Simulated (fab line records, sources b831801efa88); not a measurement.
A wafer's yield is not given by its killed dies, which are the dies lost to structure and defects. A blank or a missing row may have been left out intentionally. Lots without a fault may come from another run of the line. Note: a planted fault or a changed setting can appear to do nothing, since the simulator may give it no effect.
Commonality check across tools || flow sky130 || 30 wafers sampled across 10 lots

REASON IT WAS OPENED
4 of 10 lots carry a flag on the reading SD_N_TW at SKY_SD_N_TW_MEAS_12. No-fault wafers: 3987, standard deviation 48.
Rule: a lot is flagged when every wafer of it that has a number lies more than 4 standard deviations from that mean, or none has a number. The rest of the lots are taken to be sound.

{"lot": "L582", "measured": "day 28 06:13", "on": "filmMetro-01", "SD_N_TW, wafer by wafer": "3998 4011 3988", "flag": ""}
{"lot": "L583", "measured": "day 28 09:19", "on": "filmMetro-04", "SD_N_TW, wafer by wafer": "3922 3908 3908", "flag": ""}
{"lot": "L584", "measured": "day 28 12:50", "on": "filmMetro-03", "SD_N_TW, wafer by wafer": "4033 4050 4039", "flag": ""}
{"lot": "L585", "measured": "day 28 21:31", "on": "filmMetro-03", "SD_N_TW, wafer by wafer": "4046 4025 4024", "flag": ""}
{"lot": "L586", "measured": "day 29 04:19", "on": "filmMetro-04", "SD_N_TW, wafer by wafer": "3964 3957 3955", "flag": ""}
{"lot": "L587", "measured": "day 29 13:51", "on": "filmMetro-01", "SD_N_TW, wafer by wafer": "3941 3968 3953", "flag": ""}
{"lot": "L588", "measured": "day 29 18:49", "on": "filmMetro-01", "SD_N_TW, wafer by wafer": "4430 4413 4431", "flag": "FLAGGED"}
{"lot": "L589", "measured": "day 30 07:37", "on": "filmMetro-03", "SD_N_TW, wafer by wafer": "4431 4505 4468", "flag": "FLAGGED"}
{"lot": "L590", "measured": "day 30 17:37", "on": "filmMetro-03", "SD_N_TW, wafer by wafer": "4475 4485 4469", "flag": "FLAGGED"}
{"lot": "L591", "measured": "day 31 05:49", "on": "filmMetro-03", "SD_N_TW, wafer by wafer": "4516 4519 4495", "flag": "FLAGGED"}
The numbers of the flagged lots are 4470 on average: +483 against the usual, or +10 standard deviations.

WHICH TOOL EACH LOT WENT THROUGH
The record holds 2 process steps before the reading, out of a route of 708 steps. Each cell gives the tool, then ch followed by the chambers the sampled wafers passed through, then the start.
{"lot": "L582", "flag": "", "SKY_SD_N_IMPLANT_09": "implanter-02 ch 0, day 28 05:50", "SKY_SD_N_STRIP_11": "plasmaAsher-03 ch 1, day 28 06:07"}
{"lot": "L583", "flag": "", "SKY_SD_N_IMPLANT_09": "implanter-01 ch 0, day 28 08:55", "SKY_SD_N_STRIP_11": "plasmaAsher-01 ch 0,1, day 28 09:13"}
{"lot": "L584", "flag": "", "SKY_SD_N_IMPLANT_09": "implanter-02 ch 0, day 28 12:27", "SKY_SD_N_STRIP_11": "plasmaAsher-03 ch 0,1, day 28 12:43"}
{"lot": "L585", "flag": "", "SKY_SD_N_IMPLANT_09": "implanter-02 ch 0, day 28 21:08", "SKY_SD_N_STRIP_11": "plasmaAsher-03 ch 0,1, day 28 21:25"}
{"lot": "L586", "flag": "", "SKY_SD_N_IMPLANT_09": "implanter-01 ch 0, day 29 03:55", "SKY_SD_N_STRIP_11": "plasmaAsher-01 ch 0,1, day 29 04:13"}
{"lot": "L587", "flag": "", "SKY_SD_N_IMPLANT_09": "implanter-03 ch 0, day 29 13:30", "SKY_SD_N_STRIP_11": "plasmaAsher-01 ch 0,1, day 29 13:45"}
{"lot": "L588", "flag": "FLAGGED", "SKY_SD_N_IMPLANT_09": "implanter-02 ch 0, day 29 18:25", "SKY_SD_N_STRIP_11": "plasmaAsher-03 ch 0,1, day 29 18:43"}
{"lot": "L589", "flag": "FLAGGED", "SKY_SD_N_IMPLANT_09": "implanter-03 ch 0, day 30 07:14", "SKY_SD_N_STRIP_11": "plasmaAsher-03 ch 0, day 30 07:31"}
{"lot": "L590", "flag": "FLAGGED", "SKY_SD_N_IMPLANT_09": "implanter-03 ch 0, day 30 17:13", "SKY_SD_N_STRIP_11": "plasmaAsher-04 ch 1, day 30 17:31"}
{"lot": "L591", "flag": "FLAGGED", "SKY_SD_N_IMPLANT_09": "implanter-02 ch 0, day 31 05:28", "SKY_SD_N_STRIP_11": "plasmaAsher-04 ch 0,1, day 31 05:43"}
What is done by these steps:
- SKY_SD_N_IMPLANT_09
- SKY_SD_N_STRIP_11: strips in O2/N2.
- SKY_SD_N_TW_MEAS_12

FLAGGED AGAINST TOTAL, ONE TOOL AT A TIME (gauges that did the reading follow at the end)
{"step": "SKY_SD_N_IMPLANT_09", "tool": "implanter-01", "lots run": 2, "flagged": 0, "share of the flagged lots": "none", "sound lots run after its first flagged lot": "-"}
{"step": "SKY_SD_N_IMPLANT_09", "tool": "implanter-02", "lots run": 5, "flagged": 2, "share of the flagged lots": "some", "sound lots run after its first flagged lot": 0}
{"step": "SKY_SD_N_IMPLANT_09", "tool": "implanter-03", "lots run": 3, "flagged": 2, "share of the flagged lots": "some", "sound lots run after its first flagged lot": 0}
{"step": "SKY_SD_N_STRIP_11", "tool": "plasmaAsher-01", "lots run": 3, "flagged": 0, "share of the flagged lots": "none", "sound lots run after its first flagged lot": "-"}
{"step": "SKY_SD_N_STRIP_11", "tool": "plasmaAsher-03", "lots run": 5, "flagged": 2, "share of the flagged lots": "some", "sound lots run after its first flagged lot": 0}
{"step": "SKY_SD_N_STRIP_11", "tool": "plasmaAsher-04", "lots run": 2, "flagged": 2, "share of the flagged lots": "some", "sound lots run after its first flagged lot": 0}
{"step": "SKY_SD_N_TW_MEAS_12", "tool": "filmMetro-01", "lots run": 3, "flagged": 1, "share of the flagged lots": "some", "sound lots run after its first flagged lot": 0}
{"step": "SKY_SD_N_TW_MEAS_12", "tool": "filmMetro-03", "lots run": 5, "flagged": 3, "share of the flagged lots": "some", "sound lots run after its first flagged lot": 0}
{"step": "SKY_SD_N_TW_MEAS_12", "tool": "filmMetro-04", "lots run": 2, "flagged": 0, "share of the flagged lots": "none", "sound lots run after its first flagged lot": "-"}

THE TABLE: WHAT IT ALLOWS
No row of the table ran every flagged lot.

WHAT WAS PUT IN BY THE SIMULATOR
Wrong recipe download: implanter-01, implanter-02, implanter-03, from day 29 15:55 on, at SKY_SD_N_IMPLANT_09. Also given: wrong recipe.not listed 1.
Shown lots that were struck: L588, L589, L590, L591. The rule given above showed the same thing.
